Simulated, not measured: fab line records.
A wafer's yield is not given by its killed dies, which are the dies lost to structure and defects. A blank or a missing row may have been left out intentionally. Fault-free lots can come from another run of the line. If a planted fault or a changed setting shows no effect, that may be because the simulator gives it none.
The tool behind it: which one? ; flow sky130 ; 14 lots with 42 wafers sampled at 6 steps, on a route of 708 steps

## WHAT THE GAUGES SHOWED, per wafer
SKY_PWDE_TW_MEAS_10. Usual: for PWDE_TW the level is 376.1 and the standard deviation is 2.7.
lot;measured;on;PWDE_TW;flag
L447;day 3 18:04;filmMetro-03;379.9 379.0 377.4;
L448;day 4 05:00;filmMetro-03;377.7 378.7 376.9;
L449;day 5 02:02;filmMetro-02;376.3 374.0 374.7;
L450;day 5 02:04;filmMetro-04;376.3 378.7 377.8;
L451;day 5 14:15;filmMetro-02;372.3 374.3 371.6;
L452;day 5 14:35;filmMetro-03;378.0 377.8 379.1;
L454;day 5 17:46;filmMetro-04;378.8 378.3 376.9;
L455;day 5 22:50;filmMetro-02;373.2 375.8 375.1;
L456;day 5 23:04;filmMetro-04;375.8 378.7 375.5;
L462;day 7 05:35;filmMetro-02;30.1 30.0 30.1;OFF
L461;day 7 05:56;filmMetro-02;30.1 30.0 30.1;OFF
L467;day 9 00:31;filmMetro-04;377.9 377.4 378.7;
L469;day 9 03:06;filmMetro-02;369.5 370.4 368.6;
L470;day 9 09:53;filmMetro-04;377.3 377.2 377.3;

SKY_NWELL_RS_MEAS_29: the measuring method here is four-point-probe. Usual: for NWELL_RS the level is 624.4 ohm/sq and the standard deviation is 1.9.
lot;measured;on;NWELL_RS (ohm/sq);flag
L447;day 5 03:42;filmMetro-04;624.3 625.8 625.7;
L448;day 5 16:29;filmMetro-03;621.7 623.9 624.7;
L449;day 6 15:51;filmMetro-03;622.8 622.7 622.4;
L450;day 6 16:11;filmMetro-04;625.8 625.5 627.6;
L451;day 7 04:29;filmMetro-04;623.7 626.5 622.7;
L452;day 7 02:56;filmMetro-03;623.4 622.6 623.5;
L454;day 7 07:32;filmMetro-04;620.5 621.8 619.8;
L455;day 7 12:07;filmMetro-02;621.9 621.9 623.9;
L456;day 7 13:11;filmMetro-02;623.5 625.3 622.7;
L462;day 8 22:17;filmMetro-02;624.3 625.3 626.5;
L461;day 8 22:46;filmMetro-03;624.3 624.9 625.4;
L467;day 10 20:47;filmMetro-03;623.2 622.6 623.7;
L469;day 11 00:02;filmMetro-04;624.1 622.6 623.8;
L470;day 11 08:12;filmMetro-02;628.0 627.8 627.8;

SKY_VT_ADJUST_HVTP_CD_MEAS_07: the cd target is 380 nm. Usual: cdNm 380.6 nm, standard deviation 3.
lot;measured;on;cdNm (nm);flag
L447;day 5 21:33;cdSem-01;379.0 377.4 378.0;
L448;day 6 10:17;cdSem-01;377.5 376.9 377.8;
L449;day 7 10:22;cdSem-01;379.3 379.4 377.8;
L450;day 7 10:39;cdSem-01;385.3 384.7 385.7;
L451;day 8 00:17;cdSem-01;379.3 378.8 379.6;
L452;day 7 22:44;cdSem-01;383.8 383.4 380.0;
L454;day 8 04:02;cdSem-02;385.0 385.1 385.8;
L455;day 8 07:40;cdSem-02;384.0 383.6 382.5;
L456;day 8 09:18;cdSem-01;379.2 379.5 382.9;
L462;day 9 19:54;cdSem-02;380.0 383.3 382.1;
L461;day 9 20:01;cdSem-01;379.7 376.8 381.0;
L467;day 11 20:44;cdSem-01;382.0 381.9 379.6;
L469;day 11 23:29;cdSem-01;376.6 380.0 382.1;
L470;day 12 08:16;cdSem-02;381.9 379.2 382.1;

SKY_VT_ADJUST_LVTN_OVL_MEAS_18. Usual: for VT_ADJUST_LVTN_01_OVL the level is -0.4 nm and the standard deviation is 1.7.
lot;measured;on;VT_ADJUST_LVTN_01_OVL (nm);flag
L447;day 7 11:35;overlay-02;-2.8 -2.1 -1.2;
L448;day 8 00:27;overlay-01;-0.7 1.0 0.2;
L449;day 9 02:50;overlay-01;-2.1 0.3 -1.2;
L450;day 9 03:02;overlay-02;-2.2 -3.0 -0.3;
L451;day 9 18:51;overlay-01;-1.5 1.3 2.3;
L452;day 9 16:47;overlay-01;-1.2 0.9 0.5;
L454;day 9 22:53;overlay-01;1.9 2.3 1.6;
L455;day 10 03:05;overlay-01;1.0 -0.8 1.2;
L456;day 10 05:02;overlay-01;-0.2 1.3 -1.1;
L462;day 11 18:05;overlay-02;1.4 -0.1 -0.4;
L461;day 11 19:03;overlay-02;0.6 -0.6 -0.5;
L467;day 13 23:02;overlay-02;1.1 0.1 0.8;
L469;day 14 01:20;overlay-02;-1.4 -0.7 -1.1;
L470;day 14 11:32;overlay-01;1.2 -0.3 2.3;

## WHAT TOOL EACH LOT RAN ON (gives the tool, then ch and the chambers of the sampled wafers, and finally the start)
lot;SKY_DNWELL_STRIP_08;SKY_PWDE_STRIP_09
L447;plasmaAsher-02 ch 1, day 3 03:05;plasmaAsher-02 ch 0,1, day 3 17:58
L448;plasmaAsher-03 ch 0,1, day 3 13:44;plasmaAsher-03 ch 0,1, day 4 04:55
L449;plasmaAsher-01 ch 0,1, day 4 08:50;plasmaAsher-02 ch 0,1, day 5 01:56
L450;plasmaAsher-03 ch 0,1, day 4 08:59;plasmaAsher-03 ch 0,1, day 5 01:58
L451;plasmaAsher-01 ch 0,1, day 4 20:22;plasmaAsher-03 ch 0,1, day 5 14:10
L452;plasmaAsher-02 ch 0, day 4 20:35;plasmaAsher-02 ch 1, day 5 14:29
L454;plasmaAsher-03 ch 0,1, day 4 23:47;plasmaAsher-02 ch 0,1, day 5 17:40
L455;plasmaAsher-03 ch 0,1, day 5 04:17;plasmaAsher-04 ch 0,1, day 5 22:44
L456;plasmaAsher-02 ch 0,1, day 5 04:47;plasmaAsher-02 ch 0,1, day 5 22:58
L462;plasmaAsher-03 ch 1, day 6 11:23;plasmaAsher-03 ch 0, day 7 05:29
L461;plasmaAsher-02 ch 0, day 6 11:44;plasmaAsher-04 ch 0,1, day 7 05:50
L467;plasmaAsher-03 ch 0,1, day 8 03:17;plasmaAsher-02 ch 0,1, day 9 00:25
L469;plasmaAsher-03 ch 0,1, day 8 06:14;plasmaAsher-02 ch 0,1, day 9 03:01
L470;plasmaAsher-01 ch 0,1, day 8 12:11;plasmaAsher-03 ch 0, day 9 09:47
- SKY_DNWELL_STRIP_08: strips in O2/N2.
- SKY_PWDE_STRIP_09: strips in O2/N2.

## AS READ BY THE TOOLS THEMSELVES (means over the sampled wafers that have a number; for cases with no such wafer, the mark the record gives instead)
SKY_DNWELL_STRIP_08. Usual: chamberPressureMTorr 1500.0 mTorr, standard deviation 1.2; drypumpMotorCurrentA 5.7 A, standard deviation 0.32; n2FlowSccm 300.1 sccm, standard deviation 0.89; oesProductAu 0.722 a.u., standard deviation 0.0046; stripTimeToEndpointS 36.94 s, standard deviation 0.11.
lot;tool;chamberPressureMTorr (mTorr);drypumpMotorCurrentA (A);n2FlowSccm (sccm);oesProductAu (a.u.);stripTimeToEndpointS (s);flag
L447;plasmaAsher-02;1500.2;5.9;300.0;0.722;36.85;
L448;plasmaAsher-03;1499.4;6.1;300.6;0.724;36.87;
L449;plasmaAsher-01;1499.1;5.7;299.2;0.726;37.02;
L450;plasmaAsher-03;1498.9;6.1;299.5;0.722;36.80;
L451;plasmaAsher-01;1499.3;5.8;299.9;0.724;36.90;
L452;plasmaAsher-02;1499.2;5.1;300.5;0.724;37.01;
L454;plasmaAsher-03;1499.1;5.9;300.0;0.719;37.12;
L455;plasmaAsher-03;1500.1;6.1;299.7;0.727;36.99;
L456;plasmaAsher-02;1500.2;5.4;300.1;0.720;36.92;
L462;plasmaAsher-03;-;-;-;-;-;OFF
L461;plasmaAsher-02;-;-;-;-;-;OFF
L467;plasmaAsher-03;1500.0;5.9;300.5;0.718;36.97;
L469;plasmaAsher-03;1500.5;5.9;299.9;0.720;36.94;
L470;plasmaAsher-01;1499.9;5.7;300.4;0.717;36.98;

SKY_PWDE_STRIP_09. Usual: chamberPressureMTorr 1499.9 mTorr, standard deviation 1.5; drypumpMotorCurrentA 5.7 A, standard deviation 0.53; n2FlowSccm 300.1 sccm, standard deviation 0.81; oesProductAu 0.723 a.u., standard deviation 0.0047; stripTimeToEndpointS 36.94 s, standard deviation 0.11.
lot;tool;chamberPressureMTorr (mTorr);drypumpMotorCurrentA (A);n2FlowSccm (sccm);oesProductAu (a.u.);stripTimeToEndpointS (s);flag
L447;plasmaAsher-02;1499.7;5.4;300.4;0.719;36.99;
L448;plasmaAsher-03;1499.9;6.1;300.0;0.723;36.99;
L449;plasmaAsher-02;1500.8;5.6;299.7;0.722;36.90;
L450;plasmaAsher-03;1499.5;5.9;300.0;0.723;37.10;
L451;plasmaAsher-03;1499.8;6.1;300.3;0.724;36.92;
L452;plasmaAsher-02;1498.2;5.8;300.0;0.723;37.08;
L454;plasmaAsher-02;1498.5;5.6;299.7;0.724;36.76;
L455;plasmaAsher-04;1501.2;5.8;300.9;0.726;36.90;
L456;plasmaAsher-02;1500.8;5.4;300.4;0.727;36.98;
L462;plasmaAsher-03;1499.4;6.2;298.1;0.743;81.21;OFF
L461;plasmaAsher-04;1500.9;5.8;301.5;0.738;81.26;OFF
L467;plasmaAsher-02;1499.1;5.4;299.2;0.726;36.81;
L469;plasmaAsher-02;1500.5;5.4;300.2;0.723;36.98;
L470;plasmaAsher-03;1499.6;6.2;301.7;0.725;36.97;

## THE ANSWER, worked out from the rows above alone
Rule: lot off if the mean of its wafers having a number is beyond 3 standard deviations from the usual mean. Also off: a lot with no number at a reading for which 4 or more lots have one. Any other lot the step has rows for is counted as sound. First the gauges in route order, then the tools' own readings, where a lot's mean is used as printed above. At the first step where some lot is off, the reading lying furthest off is the one used; lots without a number count as furthest.
Off: L462, L461, at SKY_PWDE_TW_MEAS_10 (PWDE_TW).
If a tool, at a process step before that reading, ran all the lots that are off and no sound lot after the first of them, it fits. The gauges at SKY_PWDE_TW_MEAS_10 aren't tried: what is off there is off at SKY_DNWELL_STRIP_08 too, on other tools, and a gauge's error can't cause that. No candidate that was tried fits.

## WHAT THE SIMULATOR HAD PUT IN
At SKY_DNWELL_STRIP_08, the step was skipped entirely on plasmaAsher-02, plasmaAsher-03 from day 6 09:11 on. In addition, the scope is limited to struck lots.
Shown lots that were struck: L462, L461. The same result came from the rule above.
